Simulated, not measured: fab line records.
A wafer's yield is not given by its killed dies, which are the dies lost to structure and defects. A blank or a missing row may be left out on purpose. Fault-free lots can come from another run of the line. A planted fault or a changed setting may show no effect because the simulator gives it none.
fab line records	flow sky130
record lots=5	wafers=15	last_day=50
route steps=708 shown METAL2@483 PAD_OPEN@708
lots with no fault: from the same line, run without faults
start_h: the number of hours between the record's first day and the start of the first shown wafer of the lot	wait_h: hours elapsed since this lot's preceding step	" unchanged from the row above	L1.1+2: several wafers, shown together as one row	- no value, or no start given	* or withheld: withheld	< > ~ a bound
route shown NAME@n: names a module that has steps shown in the file, with the first one's number in the route	usual: mean/standard deviation of fault-free wafers	same: alike in all rows	chamber/n: place in a boat	sites: readings site by site	_std_site: their standard deviation	_edge_site: outer sites' mean less inner sites'	radius_mm: for every site, how far away it sits from the centre of the wafer	mask NAME#n: copy n	behind: tool/chamber where the wafer was last shaped	hold: reason for holding the lot/hours on hold/outcome of the hold	device: which transistor (n, p or np) failed to switch	end of line: the same wafers' tests at the end of the route	where a step has no rows: the recipe by itself	killed: at the first sort, the dies lost to defects and structure; wafer yield is something else	map: dies across one wafer; x = killed, . = not, _ = none there
set.NAME: the setting that was run; set.NAME@STEP: the one run at that earlier step	model.NAME: the simulator's own value behind a step, which no gauge read
lots at selected steps of the route; one table per step, one row per wafer
services: a tool's chamber out of use, with start hour (start_h, from the record's first day; less than 0 if before it), hours out, and reason
## steps
# step SKY_METAL2_SPUTTER_00
# recipe material=Ti	target_thk_nm=15	power_w=3000	time_s=10	chamber_pressure_pa=0.4
# step SKY_METAL2_SPUTTER_01
# recipe material=TiN	target_thk_nm=20	power_w=6500	time_s=16.7	chamber_pressure_pa=0.4
# usual throttle_valve_pct=30.0/1.2
lot.wafer	tool	chamber	start_h	wait_h	throttle_valve_pct
L434.4	pvd_sputter-04	-	784.07	0.0	28.4
L434.5	"	-	"	"	32.2
L434.6	"	-	"	"	30.4
L438.1	pvd_sputter-03	-	836.10	0.0	30.4
L438.3	"	-	"	"	28.8
L438.5	"	-	"	"	29.7
L445.2	pvd_sputter-02	-	883.17	0.0	29.3
L445.3	"	-	"	"	31.6
L445.6	"	-	"	"	28.8
L454.1	pvd_sputter-02	-	947.24	0.0	29.2
L454.2	"	-	"	"	28.8
L454.4	"	-	"	"	31.5
L456.3	pvd_sputter-04	-	952.03	0.0	32.3
L456.4	"	-	"	"	31.4
L456.6	"	-	"	"	30.1
# step SKY_METAL2_SPUTTER_02
# recipe material=AlCu	target_thk_nm=250	power_w=10600	time_s=13.3	chamber_pressure_pa=0.4
# usual throttle_valve_pct=30.0/1.2
lot.wafer	tool	chamber	start_h	wait_h	throttle_valve_pct
L434.4	pvd_sputter-04	-	784.10	0.0	28.6
L434.5	"	-	"	"	32.4
L434.6	"	-	"	"	30.2
L438.1	pvd_sputter-03	-	836.13	0.0	30.8
L438.3	"	-	"	"	28.8
L438.5	"	-	"	"	29.9
L445.2	pvd_sputter-02	-	883.20	0.0	29.3
L445.3	"	-	"	"	31.2
L445.6	"	-	"	"	28.7
L454.1	pvd_sputter-02	-	947.27	0.0	29.1
L454.2	"	-	"	"	28.7
L454.4	"	-	"	"	31.1
L456.3	pvd_sputter-04	-	952.05	0.0	32.2
L456.4	"	-	"	"	31.6
L456.6	"	-	"	"	30.5
# step SKY_METAL2_SPUTTER_03
# recipe material=Ti	target_thk_nm=5	power_w=3000	time_s=3.3	chamber_pressure_pa=0.4
# usual throttle_valve_pct=30.0/1.2
lot.wafer	tool	chamber	start_h	wait_h	throttle_valve_pct
L434.4	pvd_sputter-04	-	784.12	0.0	28.6
L434.5	"	-	"	"	32.5
L434.6	"	-	"	"	30.3
L438.1	pvd_sputter-03	-	836.15	0.0	30.7
L438.3	"	-	"	"	28.7
L438.5	"	-	"	"	29.3
L445.2	pvd_sputter-02	-	883.22	0.0	29.2
L445.3	"	-	"	"	31.2
L445.6	"	-	"	"	28.6
L454.1	pvd_sputter-02	-	947.29	0.0	29.3
L454.2	"	-	"	"	28.4
L454.4	"	-	"	"	31.5
L456.3	pvd_sputter-04	-	952.08	0.0	32.4
L456.4	"	-	"	"	31.3
L456.6	"	-	"	"	30.3
# step SKY_METAL2_SPUTTER_04
# recipe material=TiN	target_thk_nm=70	power_w=6500	time_s=58.3	chamber_pressure_pa=0.4
# usual throttle_valve_pct=30.0/1.2
lot.wafer	tool	chamber	start_h	wait_h	throttle_valve_pct
L434.4	pvd_sputter-04	-	784.14	0.0	28.5
L434.5	"	-	"	"	32.3
L434.6	"	-	"	"	30.5
L438.1	pvd_sputter-03	-	836.17	0.0	30.8
L438.3	"	-	"	"	28.8
L438.5	"	-	"	"	29.7
L445.2	pvd_sputter-02	-	883.24	0.0	29.0
L445.3	"	-	"	"	31.4
L445.6	"	-	"	"	28.6
L454.1	pvd_sputter-02	-	947.31	0.0	29.6
L454.2	"	-	"	"	28.7
L454.4	"	-	"	"	31.5
L456.3	pvd_sputter-04	-	952.10	0.0	32.4
L456.4	"	-	"	"	31.2
L456.6	"	-	"	"	30.2
# step SKY_METAL2_RS_MEAS_05
# recipe thk_meas_gauge=four-point-probe	reads=TiN_of_METAL2_SPUTTER_04+Ti_of_METAL2_SPUTTER_03+AlCu_of_METAL2_SPUTTER_02+TiN_of_METAL2_SPUTTER_01+Ti_of_METAL2_SPUTTER_00
# usual METAL2_ALCU_RS=0.1268/0.0016
lot.wafer	tool	chamber	start_h	wait_h	METAL2_ALCU_RS[ohm/sq]
L434.4	film_metro-02	-	784.25	0.1	0.1309
L434.5	"	-	"	"	0.1310
L434.6	"	-	"	"	0.1309
L438.1	film_metro-02	-	836.22	0.0	0.1259
L438.3	"	-	"	"	0.1266
L438.5	"	-	"	"	0.1260
L445.2	film_metro-01	-	883.31	0.0	0.1278
L445.3	"	-	"	"	0.1278
L445.6	"	-	"	"	0.1283
L454.1	film_metro-02	-	947.36	0.0	0.1263
L454.2	"	-	"	"	0.1258
L454.4	"	-	"	"	0.1269
L456.3	film_metro-01	-	952.18	0.1	0.1252
L456.4	"	-	"	"	0.1241
L456.6	"	-	"	"	0.1242
# step SKY_METAL2_THK_MEAS_06
# recipe thk_meas_gauge=xrf	reads=AlCu_of_METAL2_SPUTTER_02
# usual METAL2_ALCU_THK=250/3.7
lot.wafer	tool	chamber	start_h	wait_h	METAL2_ALCU_THK[nm]
L434.4	film_metro-02	-	784.34	0.1	241
L434.5	"	-	"	"	241
L434.6	"	-	"	"	241
L438.1	film_metro-02	-	836.34	0.1	249
L438.3	"	-	"	"	249
L438.5	"	-	"	"	251
L445.2	film_metro-01	-	883.42	0.1	244
L445.3	"	-	"	"	246
L445.6	"	-	"	"	246
L454.1	film_metro-02	-	947.48	0.1	250
L454.2	"	-	"	"	252
L454.4	"	-	"	"	249
L456.3	film_metro-01	-	952.28	0.1	254
L456.4	"	-	"	"	256
L456.6	"	-	"	"	259
# step SKY_METAL2_DEHYDRATE_07
# recipe temp_c=200	time_s=60
# step SKY_METAL2_HMDS_08
# recipe prime_time_s=60	prime_temp_c=120
# step SKY_METAL2_COAT_09
# recipe resist=BARC	temp_c=withheld	time_s=withheld	spin_rpm=3000	resist_thk_nm=60
# step SKY_METAL2_COAT_10
# recipe resist=KrF-thick	spin_rpm=3000	resist_thk_nm=450
# step SKY_METAL2_SOFTBAKE_11
# recipe temp_c=100	time_s=90	resist=KrF-thick
# step SKY_METAL2_EXPOSE_12
# recipe mask_id=MM2	na=0.8	source_shape=annular	sigma_inner=0.55	sigma_outer=0.85	target_cd_nm=140	dose_mj=28
# same sigma_inner=0.55
lot.wafer	tool	chamber	start_h	wait_h	mask
L434.4+5+6	krf_scanner-01	0	797.85	-	MM2#0
L438.1+3+5	krf_scanner-02	0	848.99	-	MM2#0
L445.2+3+6	krf_scanner-01	0	895.90	-	MM2#0
L454.1+2+4	krf_scanner-02	0	960.56	-	MM2#0
L456.3+4+6	krf_scanner-02	0	964.18	-	MM2#0
# step SKY_METAL2_PEB_13
# recipe peb_temp_c=withheld	peb_time_s=withheld	resist=KrF-thick
# step SKY_METAL2_DEVELOP_14
# recipe develop_time_s=60	resist=KrF-thick	dev_temp_c=21
# step SKY_METAL2_CD_MEAS_15
# recipe target_cd_nm=140
# usual cd_nm=140.4/1.3
lot.wafer	tool	chamber	start_h	wait_h	cd_nm
L434.4	cd_sem-02	-	811.12	-	139.8
L434.5	"	-	"	"	139.7
L434.6	"	-	"	"	139.2
L438.1	cd_sem-01	-	862.41	-	140.4
L438.3	"	-	"	"	139.5
L438.5	"	-	"	"	140.2
L445.2	cd_sem-01	-	909.08	-	140.3
L445.3	"	-	"	"	102.7
L445.6	"	-	"	"	141.2
L454.1	cd_sem-01	-	971.44	-	140.5
L454.2	"	-	"	"	139.6
L454.4	"	-	"	"	139.8
L456.3	cd_sem-02	-	975.48	-	139.4
L456.4	"	-	"	"	138.8
L456.6	"	-	"	"	139.9
# step SKY_METAL2_OVL_MEAS_16
# usual METAL2_OVL=-6/5.2
lot.wafer	tool	chamber	start_h	wait_h	METAL2_OVL[nm]
L434.4	overlay-01	-	811.19	0.1	-7
L434.5	"	-	"	"	-9
L434.6	"	-	"	"	-3
L438.1	overlay-01	-	862.53	0.1	-2
L438.3	"	-	"	"	-6
L438.5	"	-	"	"	-6
L445.2	overlay-02	-	909.18	0.1	-10
L445.3	"	-	"	"	-18
L445.6	"	-	"	"	-14
L454.1	overlay-01	-	971.56	0.1	-8
L454.2	"	-	"	"	-8
L454.4	"	-	"	"	-12
L456.3	overlay-02	-	975.57	0.1	-5
L456.4	"	-	"	"	-2
L456.6	"	-	"	"	-5
# step SKY_METAL2_DESCUM_17
# recipe chemistry=O2	source_power_w=150	bias_power_w=0	pressure_mtorr=10	temp_c=40	time_s=8
# usual drypump_motor_current_A=5.7/0.5	oes_product_au=0.999/0.0089
# same bias_power_w=0
lot.wafer	tool	chamber	start_h	wait_h	drypump_motor_current_A	oes_product_au	rf_hours_counter_h	model.METAL2.cd_nm
L434.4	rie_metal-04	1	811.22	0.0	5.4	1.003	-	140.3
L434.5	"	0	"	"	4.9	1.003	-	139.9
L434.6	"	1	"	"	5.3	0.997	-	139.6
L438.1	rie_metal-01	0	862.56	0.0	6.4	0.985	10	140.4
L438.3	"	0	"	"	6.4	1.000	-	139.6
L438.5	"	1	"	"	6.2	0.991	-	139.4
L445.2	rie_metal-02	0	909.21	0.0	5.7	1.000	6	140.2
L445.3	"	0	"	"	5.7	1.002	-	102.4
L445.6	"	1	"	"	6.2	1.002	-	141.4
L454.1	rie_metal-01	1	971.60	0.0	6.2	0.991	12	140.1
L454.2	"	0	"	"	6.4	0.992	16	139.7
L454.4	"	0	"	"	6.4	0.989	-	139.7
L456.3	rie_metal-01	1	975.61	0.0	6.2	0.986	-	139.3
L456.4	"	0	"	"	6.4	0.993	-	139
L456.6	"	0	"	"	6.4	0.975	-	140.1
# step SKY_METAL2_ETCH_18
# recipe chemistry=N2/H2	target=BARC	ion_energy_ev=200	bias_w=100	pressure_mtorr=30	n2_flow_sccm=100	h2_flow_sccm=200	icp_w=500	stop_on=SiO2	time_s=45.9	target_depth_a=600
# usual drypump_motor_current_A=5.8/0.5	n2_flow_sccm=100.1/0.31	oes_product_au=0.855/0.0047	throttle_valve_pct=13.225/0.0094
lot.wafer	tool	chamber	start_h	wait_h	drypump_motor_current_A	n2_flow_sccm	oes_product_au	rf_hours_counter_h	throttle_valve_pct
L434.4	rie_metal-04	1	811.26	0.0	5.4	99.7	0.847	-	13.215
L434.5	"	0	"	"	4.9	99.9	0.860	-	13.222
L434.6	"	1	"	"	5.4	99.3	0.863	-	13.224
L438.1	rie_metal-01	0	862.60	0.0	6.4	100.0	0.853	10	13.219
L438.3	"	0	"	"	6.4	99.8	0.862	-	13.226
L438.5	"	1	"	"	6.3	100.2	0.857	-	13.227
L445.2	rie_metal-02	0	909.24	0.0	5.7	100.2	0.859	6	13.225
L445.3	"	0	"	"	5.7	100.5	0.858	-	13.217
L445.6	"	1	"	"	6.3	100.3	0.857	-	13.218
L454.1	rie_metal-01	1	971.63	0.0	6.2	100.6	0.849	12	13.222
L454.2	"	0	"	"	6.4	100.0	0.847	16	13.224
L454.4	"	0	"	"	6.4	99.9	0.852	-	13.212
L456.3	rie_metal-01	1	975.65	0.0	6.2	99.9	0.856	-	13.232
L456.4	"	0	"	"	6.4	100.1	0.852	-	13.229
L456.6	"	0	"	"	6.4	100.0	0.857	-	13.205
# step SKY_METAL2_METAL_ETCH_19
# recipe target_depth_a=3600	stop_on=SiO2	over_etch_frac=0.3	time_s=78	chemistry=Cl2/BCl3	resist_sidewall_deg=88	pressure_mtorr=10	icp_w=900	bias_w=48.5	Cl2_flow_sccm=60	bcl3_flow_sccm=30
# usual drypump_motor_current_A=5.7/0.5	oes_product_au=0.855/0.0063	throttle_valve_pct=22.264/0.0091
lot.wafer	tool	chamber	start_h	wait_h	drypump_motor_current_A	oes_product_au	rf_hours_counter_h	throttle_valve_pct	model.METAL2.cd_nm
L434.4	rie_metal-04	1	811.34	0.1	5.3	0.843	-	22.267	139.8
L434.5	"	0	"	"	4.9	0.842	-	22.264	142.1
L434.6	"	1	"	"	5.3	0.849	-	22.274	138.9
L438.1	rie_metal-01	0	862.66	0.0	6.4	0.853	10	22.256	141.7
L438.3	"	0	"	"	6.4	0.851	-	22.264	141.7
L438.5	"	1	"	"	6.2	0.850	-	22.255	141.4
L445.2	rie_metal-02	0	909.31	0.0	5.7	0.856	6	22.269	139.8
L445.3	"	0	"	"	5.7	0.851	-	22.259	104.3
L445.6	"	1	"	"	6.2	0.853	-	22.269	142
L454.1	rie_metal-01	1	971.69	0.0	6.2	0.856	12	22.259	138.8
L454.2	"	0	"	"	6.4	0.856	16	22.262	140.2
L454.4	"	0	"	"	6.4	0.852	-	22.277	138.9
L456.3	rie_metal-01	1	975.72	0.1	6.2	0.860	-	22.266	140.8
L456.4	"	0	"	"	6.4	0.858	-	22.262	140.2
L456.6	"	0	"	"	6.4	0.860	-	22.269	139.8
# step SKY_METAL2_STRIP_20
# recipe chemistry=O2/N2	power_w=1400	pressure_mtorr=1500	platen_temp_c=withheld	o2_flow_sccm=3000	n2_flow_sccm=300	overash_fraction=0.5
# step SKY_PAD_OPEN_PROBE_99
# usual defect_limited_yield=82.7/2.1	killed_at_M0_to_M3=43/7.2	killed_at_M4_up=3.3/1.8	killed_at_contacts=23/5.5	killed_at_front_end=16/5.1	killed_at_other=0.4/0.65	killed_dies=85/10	killed_on_rim=17/4.3	killed_open=46/7.1	killed_short=38/7.2	sort_bin_3_pad_short=0.9/0.41	sort_bin_5_function=10.2/1.5	sort_bin_6_memory=6.2/1.1	sort_n_pass=407/10	sort_yield_pct=82.7/2.1
# same gross_dies=492	killed_at_back_side=0	sort_bin_4_leakage[%]=0	sort_bin_8_speed[%]=0
lot.wafer	tool	chamber	start_h	wait_h	defect_limited_yield[%]	killed_at_M0_to_M3	killed_at_M4_up	killed_at_contacts	killed_at_front_end	killed_at_other	killed_dies	killed_on_rim	killed_open	killed_short	sort_bin_3_pad_short[%]	sort_bin_5_function[%]	sort_bin_6_memory[%]	sort_n_pass	sort_yield_pct[%]
L438.1	prober-01	-	1107.75	0.1	82.1	48	6	24	10	0	88	15	55	33	1.0	10.2	6.7	404	82.1
L438.3	prober-01	-	1107.85	0.2	80.5	38	5	26	27	0	96	23	45	50	1.0	12.4	6.1	396	80.5
L438.5	prober-01	-	1107.95	0.2	78.0	50	1	32	22	3	108	23	65	41	0.4	14.6	6.9	384	78.0
L445.3	prober-02	-	1142.91	0.2	0.2	457	4	20	9	1	491	96	37	34	0.4	94.9	4.5	1	0.2
L445.6	prober-02	-	1143.06	0.2	83.7	33	4	23	20	0	80	21	42	38	0.2	9.8	6.3	412	83.7
L454.4	prober-02	-	1189.50	0.2	84.6	34	2	21	19	0	76	17	47	27	0.6	9.3	5.5	416	84.6
# killed by level:class
L438.1 VIA1:geometric_particle:open=17 VIA3:geometric_particle:open=11 CONTACT:geometric_particle:open=11 CONTACT:geometric_particle:short=6 METAL2:geometric_particle:short=6 VIA1:geometric_particle:short=5 LI_CONTACT:geometric_particle:open=4 METAL4:geometric_particle:short=4
L438.3 CONTACT:geometric_particle:open=12 FIELD_ISO:geometric_particle:short=9 VIA1:geometric_particle:open=9 POLY_GATE:geometric_particle:short=6 VIA2:geometric_particle:open=6 LI_CONTACT:geometric_particle:open=5 METAL2:geometric_particle:short=5 VIA2:geometric_particle:short=5
L438.5 VIA1:geometric_particle:open=14 VIA2:geometric_particle:open=13 CONTACT:geometric_particle:open=12 POLY_GATE:geometric_particle:open=8 VIA1:geometric_particle:short=8 CONTACT:geometric_particle:short=7 LI_CONTACT:geometric_particle:open=6 LOCAL_INTERCONNECT:geometric_particle:short=5
L445.3 METAL2:area_expose=420 VIA1:geometric_particle:open=9 CONTACT:geometric_particle:open=6 LI_CONTACT:geometric_particle:open=5 CONTACT:geometric_particle:short=5 METAL2:geometric_particle:short=5 VIA2:geometric_particle:open=5 LOCAL_INTERCONNECT:geometric_particle:short=4
L445.6 CONTACT:geometric_particle:open=10 VIA1:geometric_particle:open=8 FIELD_ISO:geometric_particle:open=7 METAL1:geometric_particle:short=7 LI_CONTACT:geometric_particle:open=6 POLY_GATE:geometric_particle:short=5 METAL2:geometric_particle:short=4 VIA3:geometric_particle:short=4
L454.4 VIA1:geometric_particle:open=15 CONTACT:geometric_particle:open=7 LI_CONTACT:geometric_particle:open=6 FIELD_ISO:geometric_particle:open=5 LOCAL_INTERCONNECT:geometric_particle:short=5 VIA2:geometric_particle:open=5 FIELD_ISO:geometric_particle:short=3 SPACER:geometric_particle:open=3
# map L445.3 (x killed, . not)
__________xxxxxxxxxx_________
________xxxxxxxxxxxxxx_______
______xxxxxxxxxxxxxxxxxx_____
_____xxxxxxxxxxxxxxxxxxxx____
____xxxxxxxxxxxxxxxxxxxxxx___
___xxxxxxxxxxxxxxxxxxxxxxxx__
__xxxxxxxxxxxxxxxxxxxxxxxxxx_
_xxxxxxxxxxxxxxxxxxxxxxxxxxxx
_xxxxxxxxxxxxxxxxxxxxxxxxxxxx
_xxxxxxxxxxxxxxxxxxxxxxxxxxxx
_xxxxxxxxxxxxxxxxxxxxxxxxxxxx
_xxxxxxxxxxxxxxxxxxxxxxxxxxxx
_xxxxxxxxxxxxxxxxxxxxxxxxxxxx
_xxxxxxxxxxxxxxxxxxxxxxxxxxxx
_xxxxxxxxxxxxxxxxxxxxxxxxxxxx
__xxxxxxxxxxxxxxxxxxxxxxxxxx_
___xxxxxxxxxxxxxxxxxxxxxxxx__
____xxxxxxxxxxxxxxxxxxxxxx___
_____xxxxxxxxxxxxxxxxxxxx____
______xxx.xxxxxxxxxxxxxx_____
________xxxxxxxxxxxxxx_______
__________xxxxxxxxxx_________
# map L434.6 (x killed, . not)
__________...x...x.._________
________.x....x......._______
______.....x..x.......xx_____
_____...x.......x....x...____
____.x...x..x.xx.x....x...___
___x.....................x.__
__.x...xx.x..........x...xx._
_.x..x......x........x...x..x
_...x.....x..................
_x..xx...............x...x...
_.......x..x....x..x.....x...
_.x...x....x.........x..x...x
_....x...........x.x........x
_...x...x.x.....x.....xx..x..
_x..x.x.....x.x.x...xx.......
__.xx.............x.x......x_
___..........x.............__
____......x.....x..xx.....___
_____.....x...x.x........____
______.x...x...........x_____
________..x...xx......_______
__________..x......._________
## services
tool	chamber	start_h	hours	kind
krf_scanner-01	-	763.96	0.5	repair
pvd_sputter-02	-	802.27	2.4	repair
krf_scanner-01	-	803.68	3.1	repair
krf_scanner-02	-	814.82	1.3	pm
krf_scanner-01	-	816.79	1.0	pm
krf_scanner-02	-	816.83	1.0	repair
rie_metal-04	-	832.26	0.5	repair
krf_scanner-02	-	836.40	4.0	pm
krf_scanner-02	-	844.82	1.0	pm
pvd_sputter-03	-	845.99	1.8	repair
pvd_sputter-04	-	849.94	0.6	repair
pvd_sputter-03	-	860.65	6.5	repair
krf_scanner-02	-	861.90	4.4	pm
krf_scanner-01	-	866.28	1.3	pm
krf_scanner-01	-	872.72	0.7	repair
pvd_sputter-02	-	874.80	1.0	repair
krf_scanner-01	-	900.66	0.8	pm
pvd_sputter-03	-	915.60	8.7	repair
krf_scanner-01	-	927.16	0.8	pm
krf_scanner-01	-	950.00	4.0	pm
pvd_sputter-02	-	951.32	1.3	repair
krf_scanner-02	-	952.01	1.9	repair
rie_metal-04	1	962.81	13.1	repair
rie_metal-01	-	974.44	0.9	repair
## key
first_sign step=SKY_METAL2_CD_MEAS_15	reading=cd_nm	direction=down	sigmas=30	usual=140.4	struck=102.7
effect step=SKY_PAD_OPEN_PROBE_99	reading=killed_at_M0_to_M3	direction=up	sigmas=58	usual=43	struck=457
model_effect step=SKY_METAL2_DESCUM_17	value=METAL2.cd_nm	without=140.4	struck=102.4
model_effect step=SKY_METAL2_METAL_ETCH_19	value=METAL2.cd_nm	without=142.3	struck=104.3
more_kills_born_at SKY_METAL2_EXPOSE_12@krf_scanner-01=420
met_at SKY_METAL2_EXPOSE_12
struck_wafers L445.3
later_rows_left_out L445.3
onset_between 797.85 895.90
fault kind=process_parameter_drift	tool=krf_scanner-01	chamber=-	onset_h=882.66	steps=SKY_METAL2_EXPOSE_12	channel=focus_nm	offset=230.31	shape=step	end_h=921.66	scope=struck_wafers_only
# later_rows_left_out: the simulator's readings of these wafers behind a module that went badly wrong aren't trusted and aren't shown, but for the sort
